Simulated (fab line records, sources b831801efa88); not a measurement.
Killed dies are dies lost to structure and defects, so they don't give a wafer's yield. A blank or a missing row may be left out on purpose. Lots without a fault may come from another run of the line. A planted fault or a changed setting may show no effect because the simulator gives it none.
A struck lot beside a sound one | flow sfq_line | 13 steps out of a route of 325
Sound: wafers L589.1, L589.2, L589.3. Struck: wafers L597.1, L597.4. (L597.2 of the same lot was not struck and is left out.) The cause comes at the end.
At each step with rows: each side's tool, then ch and its chambers, then its first start. Under that, the readings that differ: sound wafers | struck wafers | difference of the means | sigmas: that difference in standard deviations of wafers without a fault.
alike: readings whose means differ by less than 2 such deviations, and words and numbers that are the same on both sides. not compared: withheld readings, readings that some wafer has no value for, bounds like >300 that may hide the same value, and numbers for which the record gives no deviation and whose values overlap.
The two part at a step that has a row with sigmas, a row that says differs or no value, or rows on one side only. Numbers that don't overlap but have no deviation are shown without sigmas and don't part them. A reading that every wafer of one side lacks parts them only if that side has two wafers or more.

SFQ_TRILAYER_M6_DEP_SPUTTER_157: material Nb, target thk 200 nm, time 133.3 s.
  sound on pvd_sputter-06, day 68 13:28; struck on pvd_sputter-05, day 72 02:38
  alike: throttle_valve_pct
SFQ_M6_RS_MEAS_938: measures by four-point-probe.
  sound on film_metro-03, day 68 13:34; struck on film_metro-02, day 72 02:44
  alike: M6_NB_RS
then, 6 steps without rows for these wafers: SFQ_TRILAYER_M6_LITHO_COAT_164 (resist thk 62 nm); SFQ_TRILAYER_M6_LITHO_COAT_159 (resist thk 600 nm); SFQ_TRILAYER_M6_LITHO_SOFTBAKE_163; SFQ_TRILAYER_M6_LITHO_EXPOSE_160 (exposes mask M6, target cd 500 nm); SFQ_TRILAYER_M6_LITHO_PEB_162 (peb time 60 s); SFQ_TRILAYER_M6_LITHO_DEVELOP_161 (time 60 s).
-- the record jumps here: 4 days lie between the struck wafers' starts before and after --
SFQ_M6_OVL_MEAS_940:
  sound on overlay-01, day 73 03:31; struck on overlay-02, day 76 14:07
  alike: M6_OVL
SFQ_TRILAYER_M6_BARC_OPEN_METAL_ETCH_206: etches BARC in O2, target depth 125 nm, time 41.7 s.
  sound on rie_metal-03 ch 0,1, day 73 03:33; struck on rie_metal-03 ch 0, day 76 14:09
  alike: drypump_motor_current_A, oes_product_au
  not compared: rf_hours_counter_h
SFQ_TRILAYER_M6_ETCH_METAL_ETCH_162: etches Nb in Cl2/Ar, stops on SiO2, target depth 240 nm, time 120 s.
  sound on rie_metal-03 ch 0,1, day 73 03:37; struck on rie_metal-03 ch 0, day 76 14:13
  reading               | sound             | struck      | difference | sigmas
  oes_product_au (a.u.) | 0.903 0.901 0.898 | 0.893 0.885 | -0.012     | -2
  alike: drypump_motor_current_A
  not compared: rf_hours_counter_h
SFQ_TRILAYER_M6_STRIP_STRIP_163: strips in O2.
  sound on rie_metal-03 ch 0,1, day 73 03:44; struck on rie_metal-03 ch 0, day 76 14:20
  reading          | sound          | struck    | difference | sigmas
  overash_fraction | 0.65 0.65 0.65 | 0.91 0.91 | +0.26      |
  alike: drypump_motor_current_A, oes_product_au
  not compared: rf_hours_counter_h
then, 1 step without rows for these wafers: SFQ_TRILAYER_M6_STRIP_SOLV_CLEAN_164 (cleans in NMP, time 600 s).

WHERE THEY PART
Only at SFQ_TRILAYER_M6_ETCH_METAL_ETCH_162, within this record. Later steps at which nothing parts them and some readings are alike: SFQ_TRILAYER_M6_STRIP_STRIP_163.

WHY: what the simulator had put in
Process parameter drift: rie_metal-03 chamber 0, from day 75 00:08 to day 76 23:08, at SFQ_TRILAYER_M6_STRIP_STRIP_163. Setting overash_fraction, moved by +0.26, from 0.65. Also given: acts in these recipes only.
